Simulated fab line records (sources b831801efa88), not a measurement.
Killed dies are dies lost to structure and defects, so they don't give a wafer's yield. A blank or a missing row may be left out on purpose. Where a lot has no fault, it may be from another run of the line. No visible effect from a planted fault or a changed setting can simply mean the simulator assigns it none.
What tool caused it? :: flow sky130 :: 12 lots with 36 wafers sampled at 6 steps, on a route of 708 steps

== WHAT THE GAUGES READ, wafer by wafer ==
SKY_VT_ADJUST_HVTR_CD_MEAS_07: target cd 380 nm.
lot: L604
measured: day 9 10:20
on: cdSem-01
cdNm (nm): 382.8 383.0 380.9

lot: L605
measured: day 9 19:56
on: cdSem-01
cdNm (nm): 380.3 377.9 377.3

lot: L606
measured: day 10 08:55
on: cdSem-02
cdNm (nm): 378.2 378.8 378.8

lot: L609
measured: day 11 01:34
on: cdSem-01
cdNm (nm): 379.2 378.7 379.4

lot: L608
measured: day 11 03:07
on: cdSem-01
cdNm (nm): 377.1 380.2 376.4

lot: L612
measured: day 11 23:12
on: cdSem-01
cdNm (nm): 383.9 383.4 382.4

lot: L613
measured: day 12 06:11
on: cdSem-02
cdNm (nm): 377.5 376.7 377.7

lot: L615
measured: day 12 21:29
on: cdSem-01
cdNm (nm): 379.5 379.4 377.8

lot: L616
measured: day 13 04:02
on: cdSem-01
cdNm (nm): 382.5 382.4 382.4

lot: L617
measured: day 13 12:26
on: cdSem-02
cdNm (nm): 381.7 383.2 380.2

lot: L620
measured: day 14 07:56
on: cdSem-01
cdNm (nm): 384.7 380.5 383.7

lot: L627
measured: day 16 15:56
on: cdSem-01
cdNm (nm): 378.3 376.7 377.1

SKY_GATE_OXIDE_THK_MEAS_02.
lot: L604
measured: day 12 14:40
on: filmMetro-01
GATE_OXIDE_OXIDATION_00_THK (nm): 10.43 10.49 10.34

lot: L605
measured: day 13 01:07
on: filmMetro-01
GATE_OXIDE_OXIDATION_00_THK (nm): 10.25 10.40 10.17

lot: L606
measured: day 13 17:35
on: filmMetro-02
GATE_OXIDE_OXIDATION_00_THK (nm): 10.59 10.38 10.60

lot: L609
measured: day 14 13:26
on: filmMetro-01
GATE_OXIDE_OXIDATION_00_THK (nm): 10.48 10.53 10.41

lot: L608
measured: day 14 13:25
on: filmMetro-04
GATE_OXIDE_OXIDATION_00_THK (nm): 9.92 10.09 10.11

lot: L612
measured: day 15 14:35
on: filmMetro-02
GATE_OXIDE_OXIDATION_00_THK (nm): 10.65 10.50 10.48

lot: L613
measured: day 15 23:20
on: filmMetro-01
GATE_OXIDE_OXIDATION_00_THK (nm): 10.29 10.31 10.21

lot: L615
measured: day 16 15:47
on: filmMetro-02
GATE_OXIDE_OXIDATION_00_THK (nm): 10.01 10.07 10.13

lot: L616
measured: day 16 23:58
on: filmMetro-01
GATE_OXIDE_OXIDATION_00_THK (nm): 10.36 10.36 10.23

lot: L617
measured: day 17 06:57
on: filmMetro-01
GATE_OXIDE_OXIDATION_00_THK (nm): 10.38 10.36 10.57

lot: L620
measured: day 18 06:16
on: filmMetro-02
GATE_OXIDE_OXIDATION_00_THK (nm): 10.16 10.11 9.93

lot: L627
measured: day 20 18:42
on: filmMetro-01
GATE_OXIDE_OXIDATION_00_THK (nm): 10.39 10.27 10.21

SKY_POLY_GATE_THK_MEAS_01.
lot: L604
measured: day 13 19:52
on: filmMetro-01
POLY_GATE_CVD_00_THK (nm): 181.5 180.9 181.8

lot: L605
measured: day 14 05:46
on: filmMetro-01
POLY_GATE_CVD_00_THK (nm): 180.1 178.7 179.3

lot: L606
measured: day 15 03:03
on: filmMetro-03
POLY_GATE_CVD_00_THK (nm): 179.6 179.7 180.4

lot: L609
measured: day 15 19:58
on: filmMetro-01
POLY_GATE_CVD_00_THK (nm): 178.8 179.5 179.1

lot: L608
measured: day 15 21:29
on: filmMetro-03
POLY_GATE_CVD_00_THK (nm): 179.6 180.3 180.2

lot: L612
measured: day 17 00:19
on: filmMetro-04
POLY_GATE_CVD_00_THK (nm): 184.3 183.3 183.3

lot: L613
measured: day 17 07:43
on: filmMetro-01
POLY_GATE_CVD_00_THK (nm): 179.0 179.7 178.1

lot: L615
measured: day 18 00:26
on: filmMetro-03
POLY_GATE_CVD_00_THK (nm): 181.9 181.5 181.8

lot: L616
measured: day 18 08:33
on: filmMetro-04
POLY_GATE_CVD_00_THK (nm): 185.3 185.4 186.2

lot: L617
measured: day 18 16:50
on: filmMetro-01
POLY_GATE_CVD_00_THK (nm): 179.2 179.8 178.5

lot: L620
measured: day 19 16:04
on: filmMetro-04
POLY_GATE_CVD_00_THK (nm): 128.3 128.6 128.7

lot: L627
measured: day 22 04:58
on: filmMetro-01
POLY_GATE_CVD_00_THK (nm): 178.7 178.6 178.0

SKY_POLY_GATE_CD_MEAS_22.
lot: L604
measured: day 16 06:54
on: cdSem-02
cdNm (nm): 152.4 153.0 152.7

lot: L605
measured: day 16 17:59
on: cdSem-01
cdNm (nm): 149.1 146.9 147.8

lot: L606
measured: day 17 15:24
on: cdSem-02
cdNm (nm): 151.5 148.4 149.8

lot: L609
measured: day 18 10:17
on: cdSem-01
cdNm (nm): 150.2 151.0 149.0

lot: L608
measured: day 18 13:07
on: cdSem-01
cdNm (nm): 151.5 151.2 151.6

lot: L612
measured: day 19 16:52
on: cdSem-01
cdNm (nm): 151.4 150.5 150.8

lot: L613
measured: day 19 23:07
on: cdSem-02
cdNm (nm): 150.9 150.7 149.3

lot: L615
measured: day 20 17:03
on: cdSem-02
cdNm (nm): 147.5 149.2 149.2

lot: L616
measured: day 21 01:47
on: cdSem-02
cdNm (nm): 150.2 151.0 149.8

lot: L617
measured: day 21 11:53
on: cdSem-01
cdNm (nm): 150.3 147.4 148.1

lot: L620
measured: day 22 10:09
on: cdSem-01
cdNm (nm): 149.4 151.2 151.3

lot: L627
measured: day 24 20:22
on: cdSem-02
cdNm (nm): 151.9 151.4 150.5

== WHICH TOOL RAN EACH LOT (tool, then ch and the chambers of the sampled wafers, then the start) ==
lot: L604
SKY_POLY_GATE_CVD_00: lpcvd-01 ch 1, day 13 18:38
SKY_POLY_GATE_ETCH_17: rieSi-01 ch 0,1, day 16 03:29

lot: L605
SKY_POLY_GATE_CVD_00: lpcvd-01 ch 1, day 14 04:33
SKY_POLY_GATE_ETCH_17: rieSi-02 ch 2,3, day 16 15:29

lot: L606
SKY_POLY_GATE_CVD_00: lpcvd-01 ch 1, day 15 01:51
SKY_POLY_GATE_ETCH_17: rieSi-01 ch 0,1,3, day 17 13:05

lot: L609
SKY_POLY_GATE_CVD_00: lpcvd-01 ch 0, day 15 18:44
SKY_POLY_GATE_ETCH_17: rieSi-02 ch 1,2, day 18 08:41

lot: L608
SKY_POLY_GATE_CVD_00: lpcvd-01 ch 1, day 15 20:16
SKY_POLY_GATE_ETCH_17: rieSi-02 ch 0,1,3, day 18 11:34

lot: L612
SKY_POLY_GATE_CVD_00: lpcvd-01 ch 1, day 16 23:06
SKY_POLY_GATE_ETCH_17: rieSi-01 ch 1,2,3, day 19 15:17

lot: L613
SKY_POLY_GATE_CVD_00: lpcvd-01 ch 1, day 17 06:29
SKY_POLY_GATE_ETCH_17: rieSi-01 ch 0,1,3, day 19 21:32

lot: L615
SKY_POLY_GATE_CVD_00: lpcvd-01 ch 0, day 17 23:13
SKY_POLY_GATE_ETCH_17: rieSi-02 ch 0,3, day 20 15:02

lot: L616
SKY_POLY_GATE_CVD_00: lpcvd-01 ch 0, day 18 07:20
SKY_POLY_GATE_ETCH_17: rieSi-01 ch 1,2,3, day 21 00:13

lot: L617
SKY_POLY_GATE_CVD_00: lpcvd-01 ch 0, day 18 15:02
SKY_POLY_GATE_ETCH_17: rieSi-02 ch 0,1,2, day 21 10:20

lot: L620
SKY_POLY_GATE_CVD_00: lpcvd-01 ch 1, day 19 14:52
SKY_POLY_GATE_ETCH_17: rieSi-01 ch 1,2, day 22 08:38

lot: L627
SKY_POLY_GATE_CVD_00: lpcvd-01 ch 1, day 22 03:46
SKY_POLY_GATE_ETCH_17: rieSi-02 ch 0,2, day 24 18:44
- SKY_POLY_GATE_CVD_00: deposits poly-Si, target thk 180 nm, time 720 s.
- SKY_POLY_GATE_ETCH_17: etches poly-Si in HBr/Cl2, stops on SiO2, target depth 180 nm, time 70.5 s.

== WHAT THE TOOLS THEMSELVES READ (means of the sampled wafers that have a number; where no wafer has one, the mark that the record gives instead) ==
SKY_POLY_GATE_ETCH_17.
lot: L604
tool: rieSi-01
drypumpMotorCurrentA (A): 5.6
heBacksideLeakSccm (sccm): 2.73
oesProductAu (a.u.): 0.994
throttleValvePct (%): 33.685

lot: L605
tool: rieSi-02
drypumpMotorCurrentA (A): 6.0
heBacksideLeakSccm (sccm): 2.82
oesProductAu (a.u.): 0.989
throttleValvePct (%): 33.682

lot: L606
tool: rieSi-01
drypumpMotorCurrentA (A): 5.5
heBacksideLeakSccm (sccm): 2.75
oesProductAu (a.u.): 0.994
throttleValvePct (%): 33.679

lot: L609
tool: rieSi-02
drypumpMotorCurrentA (A): 5.5
heBacksideLeakSccm (sccm): 2.80
oesProductAu (a.u.): 0.990
throttleValvePct (%): 33.684

lot: L608
tool: rieSi-02
drypumpMotorCurrentA (A): 5.9
heBacksideLeakSccm (sccm): 2.76
oesProductAu (a.u.): 0.986
throttleValvePct (%): 33.694

lot: L612
tool: rieSi-01
drypumpMotorCurrentA (A): 5.6
heBacksideLeakSccm (sccm): 2.57
oesProductAu (a.u.): 0.992
throttleValvePct (%): 33.694

lot: L613
tool: rieSi-01
drypumpMotorCurrentA (A): 5.4
heBacksideLeakSccm (sccm): 2.72
oesProductAu (a.u.): 0.986
throttleValvePct (%): 33.682

lot: L615
tool: rieSi-02
drypumpMotorCurrentA (A): 6.1
heBacksideLeakSccm (sccm): 2.73
oesProductAu (a.u.): 0.993
throttleValvePct (%): 33.690

lot: L616
tool: rieSi-01
drypumpMotorCurrentA (A): 5.6
heBacksideLeakSccm (sccm): 2.58
oesProductAu (a.u.): 0.999
throttleValvePct (%): 33.680

lot: L617
tool: rieSi-02
drypumpMotorCurrentA (A): 5.7
heBacksideLeakSccm (sccm): 2.86
oesProductAu (a.u.): 0.983
throttleValvePct (%): 33.688

lot: L620
tool: rieSi-01
drypumpMotorCurrentA (A): 5.8
heBacksideLeakSccm (sccm): 2.58
oesProductAu (a.u.): 0.786
throttleValvePct (%): 33.679

lot: L627
tool: rieSi-02
drypumpMotorCurrentA (A): 5.9
heBacksideLeakSccm (sccm): 2.95
oesProductAu (a.u.): 0.986
throttleValvePct (%): 33.679

== THE ANSWER, worked out from the rows above alone ==
Rule: what is usual is taken from the lots themselves. The widest of any qualifying gaps counts: lots, ordered by their means at a reading, are off when they make up no more than a third of the lots, leave a main group of 4 or more, and stand apart from it by 3 or more times the standard deviation of that group's means. A main group is skipped when, at the precision printed for the reading in the tables above, its means are all equal. Also off: a lot with no number at a reading for which 4 or more lots have one. All remaining lots with rows at the step are treated as sound. After the gauges, taken in route order, come the tools' own readings; for these a lot's mean is taken, as printed above. The first step at which some lot is off is used, and at that step the reading that is off furthest; a lot without a number counts as furthest.
Off: L620, seen at SKY_POLY_GATE_THK_MEAS_01 (POLY_GATE_CVD_00_THK). The main group has a mean of 180.7 nm with a standard deviation of 2.1.
A tool fits if, at a process step before that reading, it ran every lot that is off, and no sound lot after the first of them. Not tried: the gauges at SKY_POLY_GATE_THK_MEAS_01; whatever is off there is also off at SKY_POLY_GATE_ETCH_17, on other tools, and gauge error can't account for it. Of those tried, none fits.

== WHAT WAS PUT IN BY THE SIMULATOR ==
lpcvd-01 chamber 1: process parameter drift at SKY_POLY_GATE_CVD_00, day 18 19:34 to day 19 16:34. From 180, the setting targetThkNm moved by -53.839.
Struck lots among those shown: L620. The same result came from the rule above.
